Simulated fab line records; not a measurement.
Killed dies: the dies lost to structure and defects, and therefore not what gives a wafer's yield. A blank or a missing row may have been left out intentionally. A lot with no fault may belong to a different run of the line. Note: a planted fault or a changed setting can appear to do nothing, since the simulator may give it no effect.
fab line records	flow sky130
record: lots: 14	wafers: 42	lastDay: 50
route steps=708 shown FIELD_ISO@24 VT_ADJUST_HVTP@93 VT_ADJUST_LVTN@106
lots that met no fault: taken from a fault-free run of the same line
startH: the number of hours between the record's first day and the start of the first shown wafer of the lot	waitH: hours from the lot's prior step to this one	" as in the row above	L1.1+2: a single row standing in for several wafers	- no value present, or no start provided	* or withheld: withheld	< > ~ a bound
route shown NAME@n: a module of which the file shows steps, and the number in the route of the first	usual: mean and standard deviation over wafers with no fault	same: alike in all rows	chamber/n: place in a boat	sites: each site's reading	_std_site: the standard deviation of these	_edge_site: outer sites' mean less inner sites'	radiusMm: for every site, how far away it sits from the centre of the wafer	mask NAME#n: copy n	behind: the last tool/chamber to shape the wafer	hold: the reason the lot was held/the length of the hold in hours/how it ended	device: the n, p or np transistor that did not switch	end of line: the same wafers' tests at the end of the route	a step with no rows: only its recipe	killed: not the wafer's yield, but the dies lost to structure and defects at the first sort	map: a wafer's dies, x killed, . not, _ none there
set.NAME: setting as actually run; set.NAME@STEP: the setting as run at that earlier step	model.NAME: the simulator's own value behind a step, which no gauge read
steps of the route over a sample of lots; a table a step, a row a wafer
services: a tool's chamber out of use, with start hour (startH, from the record's first day; less than 0 if before it), hours out, and reason
== steps ==
step: SKY_FIELD_ISO_THK_MEAS_23
recipe: reads: SiO2_of_FIELD_ISO_OXIDATION_22
usual: FIELD_ISO_OXIDATION_01_THK: 9.92/0.2
lot.wafer	tool	chamber	startH	waitH	FIELD_ISO_OXIDATION_01_THK[nm]
L329.1	filmMetro-03	-	42.86	0.0	9.83
L329.5	"	-	"	"	9.87
L329.6	"	-	"	"	9.95
L331.4	filmMetro-03	-	52.70	0.0	9.91
L331.5	"	-	"	"	9.86
L331.6	"	-	"	"	9.71
L333.1	filmMetro-01	-	67.81	0.0	9.67
L333.3	"	-	"	"	9.81
L333.5	"	-	"	"	9.76
L336.1	filmMetro-03	-	81.36	0.0	9.84
L336.5	"	-	"	"	9.79
L336.6	"	-	"	"	9.88
L337.2	filmMetro-03	-	87.06	0.0	9.73
L337.3	"	-	"	"	9.48
L337.6	"	-	"	"	9.66
L338.1	filmMetro-04	-	90.87	0.0	9.75
L338.2	"	-	"	"	9.73
L338.3	"	-	"	"	9.65
L340.1	filmMetro-04	-	104.29	0.0	9.97
L340.3	"	-	"	"	9.85
L340.5	"	-	"	"	9.94
L343.1	filmMetro-01	-	117.94	0.0	10.05
L343.2	"	-	"	"	10.12
L343.4	"	-	"	"	9.86
L344.2	filmMetro-01	-	122.81	0.0	9.91
L344.4	"	-	"	"	9.90
L344.6	"	-	"	"	10.18
L346.3	filmMetro-04	-	132.18	0.0	9.95
L346.4	"	-	"	"	9.89
L346.5	"	-	"	"	9.87
L347.1	filmMetro-03	-	135.36	0.0	9.92
L347.2	"	-	"	"	9.81
L347.3	"	-	"	"	9.79
L348.1	filmMetro-04	-	140.44	0.0	9.89
L348.4	"	-	"	"	10.16
L348.5	"	-	"	"	10.18
L349.2	filmMetro-03	-	145.77	0.0	9.63
L349.4	"	-	"	"	9.61
L349.5	"	-	"	"	9.60
L350.3	filmMetro-03	-	149.86	0.0	9.70
L350.4	"	-	"	"	9.72
L350.6	"	-	"	"	9.57
step: SKY_VT_ADJUST_HVTP_OVL_MEAS_08
usual: VT_ADJUST_HVTP_OVL: -0.3/1.4
lot.wafer	tool	chamber	startH	waitH	VT_ADJUST_HVTP_OVL[nm]
L329.1	overlay-01	-	133.90	0.1	0.0
L329.5	"	-	"	"	-0.6
L329.6	"	-	"	"	0.2
L331.4	overlay-02	-	146.16	0.1	-1.9
L331.5	"	-	"	"	-1.1
L331.6	"	-	"	"	0.4
L333.1	overlay-01	-	163.51	0.1	1.0
L333.3	"	-	"	"	0.7
L333.5	"	-	"	"	1.6
L336.1	overlay-01	-	184.06	0.1	1.7
L336.5	"	-	"	"	0.8
L336.6	"	-	"	"	1.0
L337.2	overlay-02	-	189.52	0.1	0.5
L337.3	"	-	"	"	-0.3
L337.6	"	-	"	"	0.0
L338.1	overlay-02	-	194.05	0.1	-0.7
L338.2	"	-	"	"	0.0
L338.3	"	-	"	"	-0.1
L340.1	overlay-02	-	210.99	0.1	-1.2
L340.3	"	-	"	"	1.4
L340.5	"	-	"	"	-1.0
L343.1	overlay-01	-	225.65	0.1	0.2
L343.2	"	-	"	"	-2.3
L343.4	"	-	"	"	-0.3
L344.2	overlay-02	-	231.95	0.1	-1.0
L344.4	"	-	"	"	-0.7
L344.6	"	-	"	"	-0.6
L346.3	overlay-01	-	244.26	0.1	-0.2
L346.4	"	-	"	"	1.1
L346.5	"	-	"	"	0.1
L347.1	overlay-01	-	247.05	0.1	1.6
L347.2	"	-	"	"	1.5
L347.3	"	-	"	"	0.7
L348.1	overlay-01	-	253.66	0.1	-1.8
L348.4	"	-	"	"	1.1
L348.5	"	-	"	"	0.3
L349.2	overlay-02	-	261.77	0.1	-0.3
L349.4	"	-	"	"	0.2
L349.5	"	-	"	"	0.2
L350.3	overlay-01	-	266.22	0.1	-1.4
L350.4	"	-	"	"	-1.1
L350.6	"	-	"	"	-3.1
step: SKY_VT_ADJUST_LVTN_STRIP_09
recipe: chemistry: O2/N2	powerW: 1400	pressureMtorr: 1500	platenTempC: withheld	o2FlowSccm: 3000	n2FlowSccm: 300	overashFraction: 0.5
usual: chamberPressureMTorr: 1500.0/1.4	drypumpMotorCurrentA: 5.6/0.54	oesProductAu: 0.722/0.0043	overashFraction: 0.5/0	stripTimeToEndpointS: 36.98/0.095
lot.wafer	tool	chamber	startH	waitH	chamberPressureMTorr	drypumpMotorCurrentA	oesProductAu	overashFraction	rfHoursCounterH	stripTimeToEndpointS
L329.1	plasmaAsher-04	0	153.53	0.1	1498.1	6.2	0.718	0.5	3	37.00
L329.5	"	1	"	"	1498.7	5.0	0.723	0.5	-	36.89
L329.6	"	0	"	"	1498.9	6.2	0.726	0.5	-	37.01
L331.4	plasmaAsher-01	1	166.78	0.1	1499.4	5.9	0.716	0.5	-	37.05
L331.5	"	1	"	"	1497.4	5.9	0.727	0.5	-	36.99
L331.6	"	0	"	"	1499.9	5.3	0.718	0.5	-	37.06
L333.1	plasmaAsher-04	1	183.83	0.1	1499.9	5.0	0.718	0.5	6	36.81
L333.3	"	1	"	"	1502.0	5.0	0.712	0.5	-	36.77
L333.5	"	0	"	"	1499.0	6.2	0.720	0.5	-	36.80
L336.1	plasmaAsher-04	1	206.20	0.1	1500.4	5.0	0.720	0.5	8	36.88
L336.5	"	1	"	"	1500.5	5.0	0.718	0.5	-	36.83
L336.6	"	0	"	"	1501.8	6.2	0.719	0.5	-	36.82
L337.2	plasmaAsher-01	0	211.75	0.1	-	-	-	-	-	-
L337.3	"	1	"	"	-	-	-	-	-	-
L337.6	"	1	"	"	-	-	-	-	-	-
L338.1	plasmaAsher-04	0	216.53	0.1	-	-	-	-	-	-
L338.2	"	1	"	"	-	-	-	-	-	-
L338.3	"	1	"	"	-	-	-	-	-	-
L340.1	plasmaAsher-03	1	233.73	0.1	1498.8	6.1	0.727	0.5	43	37.08
L340.3	"	1	"	"	1501.1	6.1	0.723	0.5	-	37.14
L340.5	"	0	"	"	1500.9	4.8	0.724	0.5	-	37.20
L343.1	plasmaAsher-01	1	248.95	0.1	1498.4	5.9	0.722	0.5	56	37.03
L343.2	"	0	"	"	1500.8	5.3	0.727	0.5	56	37.10
L343.4	"	0	"	"	1499.6	5.3	0.731	0.5	-	37.05
L344.2	plasmaAsher-04	0	255.73	0.1	1498.4	6.2	0.723	0.5	13	37.00
L344.4	"	0	"	"	1499.8	6.2	0.721	0.5	-	36.89
L344.6	"	0	"	"	1500.1	6.2	0.713	0.5	-	36.87
L346.3	plasmaAsher-01	0	268.73	0.1	1498.8	5.3	0.714	0.5	-	37.07
L346.4	"	1	"	"	1500.8	5.9	0.722	0.5	-	36.91
L346.5	"	1	"	"	1500.8	5.9	0.713	0.5	-	36.99
L347.1	plasmaAsher-03	0	271.53	0.1	1501.7	4.9	0.722	0.5	46	37.07
L347.2	"	1	"	"	1496.8	6.1	0.724	0.5	46	37.07
L347.3	"	0	"	"	1499.9	4.9	0.725	0.5	-	37.02
L348.1	plasmaAsher-01	1	278.38	0.1	1499.4	5.9	0.719	0.5	58	37.05
L348.4	"	1	"	"	1499.3	6.0	0.727	0.5	-	37.06
L348.5	"	0	"	"	1498.7	5.3	0.716	0.5	-	37.14
L349.2	plasmaAsher-01	0	287.48	0.1	1501.4	5.3	0.723	0.5	59	36.93
L349.4	"	1	"	"	1499.3	5.9	0.721	0.5	-	36.94
L349.5	"	0	"	"	1499.6	5.3	0.716	0.5	-	37.10
L350.3	plasmaAsher-01	1	292.16	0.1	1500.8	5.9	0.723	0.5	-	37.08
L350.4	"	0	"	"	1500.2	5.3	0.728	0.5	-	36.96
L350.6	"	0	"	"	1500.5	5.3	0.723	0.5	-	37.01
step: SKY_VT_ADJUST_LVTN_OVL_MEAS_18
usual: VT_ADJUST_LVTN_01_OVL: -1.3/1.2
lot.wafer	tool	chamber	startH	waitH	VT_ADJUST_LVTN_01_OVL[nm]
L329.1	overlay-01	-	172.49	0.1	-1.3
L329.5	"	-	"	"	-2.6
L329.6	"	-	"	"	-0.4
L331.4	overlay-02	-	187.66	0.1	-0.6
L331.5	"	-	"	"	0.5
L331.6	"	-	"	"	-2.4
L333.1	overlay-02	-	205.66	0.1	-1.2
L333.3	"	-	"	"	-1.8
L333.5	"	-	"	"	-1.6
L336.1	overlay-01	-	228.49	0.1	-0.2
L336.5	"	-	"	"	-0.7
L336.6	"	-	"	"	-1.5
L337.2	overlay-02	-	234.20	0.1	-2.4
L337.3	"	-	"	"	-1.1
L337.6	"	-	"	"	-2.5
L338.1	overlay-02	-	238.84	0.1	-0.7
L338.2	"	-	"	"	-3.3
L338.3	"	-	"	"	-2.9
L340.1	overlay-02	-	257.01	0.1	-1.5
L340.3	"	-	"	"	-2.7
L340.5	"	-	"	"	-1.3
L343.1	overlay-01	-	273.14	0.1	-0.6
L343.2	"	-	"	"	-3.9
L343.4	"	-	"	"	-1.7
L344.2	overlay-01	-	280.05	0.1	1.1
L344.4	"	-	"	"	-0.6
L344.6	"	-	"	"	1.3
L346.3	overlay-01	-	293.52	0.1	-1.7
L346.4	"	-	"	"	-1.6
L346.5	"	-	"	"	-1.2
L347.1	overlay-02	-	296.41	0.1	-0.2
L347.2	"	-	"	"	0.8
L347.3	"	-	"	"	-1.5
L348.1	overlay-01	-	304.69	0.1	-0.3
L348.4	"	-	"	"	-0.3
L348.5	"	-	"	"	-0.3
L349.2	overlay-01	-	313.37	0.1	1.0
L349.4	"	-	"	"	-2.7
L349.5	"	-	"	"	-1.8
L350.3	overlay-02	-	317.80	0.1	-1.2
L350.4	"	-	"	"	-1.3
L350.6	"	-	"	"	-1.4
step: SKY_VT_ADJUST_LVTN_STRIP_20
recipe: chemistry: O2/N2	powerW: 1400	pressureMtorr: 1500	platenTempC: withheld	o2FlowSccm: 3000	n2FlowSccm: 300	overashFraction: 0.5
usual: chamberPressureMTorr: 1500.0/1.4	drypumpMotorCurrentA: 5.6/0.51	oesProductAu: 0.716/0.0044	stripTimeToEndpointS: 14.20/0.039
same: overashFraction: 0.5
lot.wafer	tool	chamber	startH	waitH	chamberPressureMTorr	drypumpMotorCurrentA	oesProductAu	rfHoursCounterH	stripTimeToEndpointS
L329.1	plasmaAsher-01	1	172.68	0.1	1498.9	5.9	0.716	48	14.18
L329.5	"	0	"	"	1500.3	5.3	0.719	-	14.17
L329.6	"	1	"	"	1498.4	5.9	0.720	-	14.12
L331.4	plasmaAsher-01	0	187.86	0.1	1501.2	5.3	0.710	-	14.20
L331.5	"	0	"	"	1500.9	5.3	0.717	-	14.24
L331.6	"	1	"	"	1499.7	5.9	0.713	-	14.22
L333.1	plasmaAsher-01	0	205.85	0.1	1499.8	5.3	0.713	51	14.17
L333.3	"	0	"	"	1500.7	5.3	0.714	-	14.18
L333.5	"	0	"	"	1498.8	5.3	0.712	-	14.21
L336.1	plasmaAsher-04	0	228.68	0.1	1500.6	6.2	0.720	11	14.16
L336.5	"	0	"	"	1500.9	6.2	0.712	-	14.19
L336.6	"	1	"	"	1501.2	5.0	0.718	-	14.16
L337.2	plasmaAsher-01	1	234.38	0.1	1499.2	5.9	0.734	54	58.76
L337.3	"	0	"	"	1498.2	5.3	0.728	-	58.80
L337.6	"	1	"	"	1504.2	5.9	0.724	-	58.82
L338.1	plasmaAsher-04	0	239.03	0.1	1501.6	6.2	0.727	12	58.76
L338.2	"	1	"	"	1500.8	5.0	0.730	12	58.68
L338.3	"	0	"	"	1501.0	6.2	0.721	-	58.83
L340.1	plasmaAsher-01	1	257.20	0.1	1500.5	6.0	0.716	56	14.18
L340.3	"	0	"	"	1502.1	5.3	0.714	-	14.18
L340.5	"	1	"	"	1499.0	6.0	0.723	-	14.21
L343.1	plasmaAsher-04	0	273.33	0.1	1500.6	6.3	0.713	15	14.13
L343.2	"	1	"	"	1500.7	5.0	0.714	15	14.20
L343.4	"	1	"	"	1500.8	5.0	0.720	-	14.22
L344.2	plasmaAsher-03	0	280.23	0.1	1500.9	4.9	0.713	48	14.21
L344.4	"	0	"	"	1503.4	4.8	0.718	-	14.22
L344.6	"	1	"	"	1499.0	6.1	0.719	-	14.19
L346.3	plasmaAsher-04	1	293.73	0.1	1502.9	5.0	0.714	-	14.22
L346.4	"	0	"	"	1499.9	6.2	0.720	-	14.19
L346.5	"	1	"	"	1500.8	5.0	0.714	-	14.28
L347.1	plasmaAsher-01	0	296.60	0.1	1497.6	5.3	0.714	60	14.22
L347.2	"	1	"	"	1499.0	5.9	0.717	60	14.16
L347.3	"	0	"	"	1500.5	5.3	0.723	-	14.24
L348.1	plasmaAsher-04	0	304.88	0.1	1499.9	6.2	0.708	18	14.27
L348.4	"	0	"	"	1498.2	6.2	0.713	-	14.29
L348.5	"	1	"	"	1502.1	5.0	0.717	-	14.24
L349.2	plasmaAsher-01	0	313.55	0.1	1497.1	5.3	0.719	62	14.20
L349.4	"	0	"	"	1501.5	5.3	0.720	-	14.18
L349.5	"	1	"	"	1500.3	6.0	0.709	-	14.21
L350.3	plasmaAsher-01	0	318.01	0.1	1500.7	5.3	0.710	-	14.13
L350.4	"	1	"	"	1501.0	5.9	0.710	-	14.18
L350.6	"	1	"	"	1499.5	6.0	0.722	-	14.17
step: SKY_VT_ADJUST_LVTN_TW_MEAS_21
usual: VT_ADJUST_LVTN_2_TW: 186.8/0.93
lot.wafer	tool	chamber	startH	waitH	VT_ADJUST_LVTN_2_TW
L329.1	filmMetro-02	-	172.78	0.1	187.1
L329.5	"	-	"	"	187.1
L329.6	"	-	"	"	187.4
L331.4	filmMetro-03	-	187.96	0.1	186.1
L331.5	"	-	"	"	186.4
L331.6	"	-	"	"	186.4
L333.1	filmMetro-03	-	205.95	0.1	187.1
L333.3	"	-	"	"	186.7
L333.5	"	-	"	"	186.4
L336.1	filmMetro-02	-	228.78	0.1	187.0
L336.5	"	-	"	"	186.0
L336.6	"	-	"	"	184.5
L337.2	filmMetro-02	-	234.49	0.1	29.8
L337.3	"	-	"	"	29.7
L337.6	"	-	"	"	29.6
L338.1	filmMetro-03	-	239.13	0.1	29.8
L338.2	"	-	"	"	29.8
L338.3	"	-	"	"	30.0
L340.1	filmMetro-02	-	257.30	0.1	185.7
L340.3	"	-	"	"	185.8
L340.5	"	-	"	"	187.2
L343.1	filmMetro-03	-	273.43	0.1	188.0
L343.2	"	-	"	"	187.8
L343.4	"	-	"	"	187.4
L344.2	filmMetro-01	-	280.34	0.1	186.8
L344.4	"	-	"	"	187.1
L344.6	"	-	"	"	188.0
L346.3	filmMetro-02	-	293.82	0.1	185.7
L346.4	"	-	"	"	185.7
L346.5	"	-	"	"	186.0
L347.1	filmMetro-01	-	296.70	0.1	187.2
L347.2	"	-	"	"	188.1
L347.3	"	-	"	"	187.2
L348.1	filmMetro-02	-	304.98	0.1	185.2
L348.4	"	-	"	"	184.7
L348.5	"	-	"	"	186.4
L349.2	filmMetro-01	-	313.66	0.1	187.2
L349.4	"	-	"	"	187.0
L349.5	"	-	"	"	186.8
L350.3	filmMetro-03	-	318.10	0.1	186.9
L350.4	"	-	"	"	186.7
L350.6	"	-	"	"	186.9
== services ==
tool	chamber	startH	hours	kind
plasmaAsher-04	-	146.98	0.7	repair
plasmaAsher-04	-	240.67	2.2	repair
plasmaAsher-01	-	303.03	1.1	repair
== key ==
firstSign: step: SKY_VT_ADJUST_LVTN_STRIP_09	reading: toolRecord	direction: missing
effect: step: SKY_VT_ADJUST_LVTN_STRIP_20	reading: stripTimeToEndpointS	direction: up	sigmas: 99+	usual: *	struck: *
effect: step: SKY_VT_ADJUST_LVTN_TW_MEAS_21	reading: VT_ADJUST_LVTN_2_TW	direction: down	sigmas: 99+	usual: 186.8	struck: 29.8
metAt SKY_VT_ADJUST_LVTN_STRIP_09
struckLots L337,L338
sortLeftOut L337.2,L337.3,L337.6,L338.1,L338.2,L338.3
testerLeftOut L337,L338
notActingAt SKY_FIELD_ISO_THK_MEAS_23,SKY_VT_ADJUST_HVTP_OVL_MEAS_08,SKY_VT_ADJUST_LVTN_OVL_MEAS_18
onsetBetween 206.20 211.75
fault: kind: skippedStepWhole	tool: plasmaAsher-01,plasmaAsher-04	chamber: -	onsetH: 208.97	steps: SKY_VT_ADJUST_LVTN_STRIP_09	scope: struckLotsOnly
testerLeftOut: of these lots the tester's yield and bins aren't shown, on N5 and GAA mostly nor the transistor test; their killed dies are dies lost to structure and defects alone, not to doping, threshold or leakage, so they don't give the yield
sortLeftOut: the simulated sort isn't trusted on such a fault, so these wafers' sort isn't shown, and their yield isn't known
